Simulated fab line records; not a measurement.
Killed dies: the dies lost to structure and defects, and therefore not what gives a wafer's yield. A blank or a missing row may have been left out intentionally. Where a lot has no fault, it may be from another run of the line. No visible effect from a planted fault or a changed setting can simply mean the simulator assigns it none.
Which tool was responsible? | flow gf180mcu | 36 wafers from 12 lots sampled at 5 of the route's 602 steps

WHAT THE GAUGES SHOWED, per wafer
GF_V4_BOW_MEAS_05. Usual: for V4_BOW the level is 138 um and the standard deviation is 9.2.
lot  | measured     | on            | V4_BOW (um) | flag
L277 | day 23 19:33 | film-metro-01 | 127 137 144 |
L278 | day 24 00:55 | film-metro-04 | 135 118 119 |
L279 | day 24 13:39 | film-metro-01 | 143 131 146 |
L284 | day 25 22:53 | film-metro-04 | 136 123 136 |
L287 | day 27 02:29 | film-metro-04 | 126 128 135 |
L290 | day 28 04:23 | film-metro-04 | 156 141 153 |
L292 | day 28 21:48 | film-metro-04 | 141 137 143 |
L293 | day 29 03:01 | film-metro-01 | 144 147 142 |
L294 | day 29 08:55 | film-metro-01 | 119 122 138 |
L295 | day 29 15:26 | film-metro-01 | 130 130 130 |
L297 | day 30 03:23 | film-metro-01 | 133 121 127 |
L298 | day 30 08:19 | film-metro-04 | 136 138 141 |

GF_V4_CD_MEAS_14: the cd target is 260 nm. Usual: cd-nm at 260.4 nm, with a standard deviation of 1.5.
lot  | measured     | on        | cd-nm (nm)        | flag
L277 | day 24 17:29 | cd-sem-02 | 259.4 259.2 257.6 |
L278 | day 24 22:59 | cd-sem-02 | 261.2 260.9 262.3 |
L279 | day 25 11:11 | cd-sem-02 | 259.1 259.0 259.4 |
L284 | day 26 19:34 | cd-sem-01 | 260.4 260.9 260.7 |
L287 | day 27 22:34 | cd-sem-01 | 259.7 257.8 258.4 |
L290 | day 29 00:05 | cd-sem-01 | 258.0 258.8 258.1 |
L292 | day 29 16:37 | cd-sem-02 | 259.7 260.1 260.6 |
L293 | day 29 21:17 | cd-sem-01 | 263.9 263.1 263.9 |
L294 | day 30 03:34 | cd-sem-01 | 262.2 261.5 262.2 |
L295 | day 30 09:32 | cd-sem-01 | 259.8 261.2 260.3 |
L297 | day 30 21:25 | cd-sem-02 | 260.8 260.5 258.7 |
L298 | day 31 01:46 | cd-sem-01 | 261.9 261.9 262.3 |

GF_MIM_RS_MEAS_10: a four-point-probe measurement. Usual: for MIM_ALCU_RS the level is 0.1615 ohm/sq and the standard deviation is 0.0018.
lot  | measured     | on            | MIM_ALCU_RS (ohm/sq)                      | flag
L277 | day 24 19:26 | film-metro-01 | 0.1615 0.1619 0.1633                      |
L278 | day 25 00:57 | film-metro-02 | 0.1620 0.1658 0.1650                      |
L279 | day 25 13:08 | film-metro-01 | 0.1601 0.1617 0.1616                      |
L284 | day 26 21:35 | film-metro-01 | 0.1632 0.1611 0.1611                      |
L287 | day 28 00:31 | film-metro-02 | 0.1620 0.1656 0.1631 0.1619 0.1654 0.1628 |
L290 | day 29 02:03 | film-metro-01 | 0.1619 0.1605 0.1619                      |
L292 | day 29 18:53 | film-metro-01 | 0.1588 0.1584 0.1608                      |
L293 | day 29 23:20 | film-metro-01 | 0.1578 0.1612 0.1594                      |
L294 | day 30 05:38 | film-metro-02 | 0.1594 0.1603 0.1584                      |
L295 | day 30 11:33 | film-metro-02 | 0.1613 0.1628 0.1632                      |
L297 | day 30 23:22 | film-metro-02 | 0.1627 0.1641 0.1625                      |
L298 | day 31 03:41 | film-metro-01 | 0.1622 0.1620 0.1618                      |

EACH LOT AND THE TOOL THAT RAN IT (in order: tool; ch and the chambers of the sampled wafers; start)
lot  | GF_V4_SPUTTER_21             | GF_MIM_SPUTTER_09
L277 | pvd-sputter-03, day 24 18:17 | pvd-sputter-04, day 24 19:22
L278 | pvd-sputter-01, day 24 23:50 | pvd-sputter-02, day 25 00:55
L279 | pvd-sputter-03, day 25 11:56 | pvd-sputter-02, day 25 13:02
L284 | pvd-sputter-01, day 26 20:28 | pvd-sputter-04, day 26 21:32
L287 | pvd-sputter-02, day 27 23:23 | pvd-sputter-02, day 28 00:28
L290 | pvd-sputter-03, day 29 00:55 | pvd-sputter-01, day 29 01:59
L292 | pvd-sputter-02, day 29 17:47 | pvd-sputter-04, day 29 18:51
L293 | pvd-sputter-03, day 29 22:05 | pvd-sputter-04, day 29 23:17
L294 | pvd-sputter-03, day 30 04:23 | pvd-sputter-04, day 30 05:37
L295 | pvd-sputter-03, day 30 10:19 | pvd-sputter-04, day 30 11:27
L297 | pvd-sputter-02, day 30 22:14 | pvd-sputter-04, day 30 23:19
L298 | pvd-sputter-01, day 31 02:34 | pvd-sputter-01, day 31 03:38
- GF_V4_SPUTTER_21: material Ti, target thk 15 nm, time 80.02 s.
- GF_MIM_SPUTTER_09: material TiN, target thk 35 nm, time 29.2 s.

WHAT THE TOOLS THEMSELVES READ (means of the sampled wafers that have a number; where no wafer has one, the mark that the record gives instead)
GF_V4_SPUTTER_21. Usual: throttle-valve-pct at 30.3 %, with a standard deviation of 0.96.
lot  | tool           | throttle-valve-pct (%) | flag
L277 | pvd-sputter-03 | 31.2                   |
L278 | pvd-sputter-01 | 30.4                   |
L279 | pvd-sputter-03 | 30.1                   |
L284 | pvd-sputter-01 | 30.5                   |
L287 | pvd-sputter-02 | 30.1                   |
L290 | pvd-sputter-03 | 31.1                   |
L292 | pvd-sputter-02 | 31.1                   |
L293 | pvd-sputter-03 | 30.0                   |
L294 | pvd-sputter-03 | 30.6                   |
L295 | pvd-sputter-03 | 30.2                   |
L297 | pvd-sputter-02 | 30.1                   |
L298 | pvd-sputter-01 | 30.0                   |

GF_MIM_SPUTTER_09. Usual: throttle-valve-pct at 30.1 %, with a standard deviation of 0.9.
lot  | tool           | throttle-valve-pct (%) | flag
L277 | pvd-sputter-04 | 30.3                   |
L278 | pvd-sputter-02 | 29.5                   |
L279 | pvd-sputter-02 | 30.2                   |
L284 | pvd-sputter-04 | 29.9                   |
L287 | pvd-sputter-02 | 30.3                   |
L290 | pvd-sputter-01 | 30.2                   |
L292 | pvd-sputter-04 | 29.7                   |
L293 | pvd-sputter-04 | 30.3                   |
L294 | pvd-sputter-04 | 30.1                   |
L295 | pvd-sputter-04 | 30.1                   |
L297 | pvd-sputter-04 | 29.4                   |
L298 | pvd-sputter-01 | 30.1                   |

THE ANSWER, worked out from the rows above alone
Rule: a lot is off if the mean of its wafers that have a number lies more than 3 standard deviations from the usual mean. Also off: a lot with no number at a reading for which 4 or more lots have one. The other lots that the step has rows for count as sound. First the gauges in route order, then the tools' own readings, where a lot's mean is used as printed above. At the first step where some lot is off, the reading lying furthest off is the one used; lots without a number count as furthest.
Across all readings shown, no lot is off: no conclusion can be drawn from this.

WHAT HAD BEEN PUT IN BY THE SIMULATOR
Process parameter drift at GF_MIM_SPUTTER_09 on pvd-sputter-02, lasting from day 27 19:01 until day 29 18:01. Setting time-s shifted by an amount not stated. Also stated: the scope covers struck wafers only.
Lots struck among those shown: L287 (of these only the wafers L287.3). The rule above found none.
